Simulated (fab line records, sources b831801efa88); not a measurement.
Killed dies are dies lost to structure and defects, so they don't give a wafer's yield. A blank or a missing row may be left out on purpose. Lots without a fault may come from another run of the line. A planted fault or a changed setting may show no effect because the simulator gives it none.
Split-lot experiment | flow sfq_line | 5 lots, 27 wafers read, on a route of 325 steps

THE SPLIT
At SFQ_TRILAYER_M0_ETCH_METAL_ETCH_024 (etches Nb in Cl2/Ar, stops on SiO2, target depth 240 nm, time 120 s), the setting time_s was moved away from the recipe's 120 s on 9 of the 27 wafers read, by -45.9% to +35.4%. The other wafers ran this setting at the recipe's value.

The reading is taken at the split's own step.

THE READING
KrF_of_TRILAYER_M0_LITHO_COAT_021.thk_nm (the simulator's own value, which no gauge read), in nm, at SFQ_TRILAYER_M0_ETCH_METAL_ETCH_024 (etches Nb in Cl2/Ar, stops on SiO2, target depth 240 nm, time 120 s). The file gives no usual value for it. The 18 wafers here that ran the recipe average 382.1 nm, standard deviation 2.1 nm.

wafer  | tool, chamber at the split | time_s as run, s | against the recipe | KrF_of_TRILAYER_M0_LITHO_COAT_021.thk_nm, nm | against lot-mates on the recipe
L075.1 | rie_metal-03, 1            | 120              | recipe             | 377.9                                        | -
L075.2 | rie_metal-03, 0            | 120              | recipe             | 385                                          | -
L075.3 | rie_metal-03, 1            | 120              | recipe             | 379.2                                        | -
L077.1 | rie_metal-01, 0            | 80.06            | -33.3%             | 428.9                                        | +47.2
L077.2 | rie_metal-01, 1            | 80.06            | -33.3%             | 429.2                                        | +47.5
L077.3 | rie_metal-01, 1            | 120              | recipe             | 381.2                                        | -
L077.4 | rie_metal-01, 0            | 120              | recipe             | 382.8                                        | -
L077.5 | rie_metal-01, 0            | 80.06            | -33.3%             | 430.1                                        | +48.4
L077.6 | rie_metal-01, 1            | 120              | recipe             | 381                                          | -
L079.1 | rie_metal-01, 1            | 64.96            | -45.9%             | 448.5                                        | +65.2
L079.2 | rie_metal-01, 0            | 64.96            | -45.9%             | 448.5                                        | +65.2
L079.3 | rie_metal-01, 1            | 64.96            | -45.9%             | 448.1                                        | +64.8
L079.4 | rie_metal-01, 0            | 120              | recipe             | 383.4                                        | -
L079.5 | rie_metal-01, 0            | 120              | recipe             | 382.8                                        | -
L079.6 | rie_metal-01, 1            | 120              | recipe             | 383.6                                        | -
L081.1 | rie_metal-01, 0            | 120              | recipe             | 383.2                                        | -
L081.2 | rie_metal-01, 1            | 120              | recipe             | 383.4                                        | -
L081.3 | rie_metal-01, 0            | 120              | recipe             | 385.4                                        | -
L081.4 | rie_metal-01, 1            | 120              | recipe             | 380.5                                        | -
L081.5 | rie_metal-01, 0            | 120              | recipe             | 385.3                                        | -
L081.6 | rie_metal-01, 1            | 120              | recipe             | 381.4                                        | -
L082.1 | rie_metal-01, 0            | 162.5            | +35.4%             | 336.1                                        | -44.5
L082.2 | rie_metal-01, 1            | 120              | recipe             | 380.4                                        | -
L082.3 | rie_metal-01, 1            | 120              | recipe             | 382.6                                        | -
L082.4 | rie_metal-01, 0            | 162.5            | +35.4%             | 332.5                                        | -48.1
L082.5 | rie_metal-01, 0            | 162.5            | +35.4%             | 334.2                                        | -46.4
L082.6 | rie_metal-01, 1            | 120              | recipe             | 378.8                                        | -

THE FIT
A straight line over all 27 wafers: KrF_of_TRILAYER_M0_LITHO_COAT_021.thk_nm changes by -1.41 nm for each +1% of time_s; r = -1.00; the points scatter about the line by 2.1 nm.
The same after taking each lot's own level away (the mean of its wafers on the recipe; 27 wafers): -1.39 nm for each +1%; r = -1.00; scatter 1.9 nm.
On that fit, the largest move of time_s shifts the reading by 64 nm.
The lots' own levels span 380.60 to 383.27 nm, that is 1.2 times the standard deviation above.
So the lot-to-lot level changes the slope little: the two slopes agree.
Check: with one of the wafers moved furthest among these (-45.9%) left out of the fit, the line predicts +64 nm for it against its lot-mates. It came out at +65.2 nm against them.

THE WHOLE CHAIN: every reading that the file lists as answering this split, in the file's order
step                                | what it does                                                        | reading                                                                                   | change (the file's fit)                                                              | r (the file's)
SFQ_TRILAYER_M0_ETCH_METAL_ETCH_024 | etches Nb in Cl2/Ar, stops on SiO2, target depth 240 nm, time 120 s | M0.feature_depth_nm (the simulator's own value, which no gauge read)                      | not straight: 129.3 at the lowest setting, 199.9 at the recipe, 207.1 at the highest | not given
SFQ_TRILAYER_M0_ETCH_METAL_ETCH_024 | etches Nb in Cl2/Ar, stops on SiO2, target depth 240 nm, time 120 s | KrF_of_TRILAYER_M0_LITHO_COAT_021.thk_nm (the simulator's own value, which no gauge read) | -1.39 nm for each +1% of the setting                                                 | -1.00

THE FILE'S OWN FIT
KrF_of_TRILAYER_M0_LITHO_COAT_021.thk_nm changes by -1.39 nm for each +1% of time_s, r = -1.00.
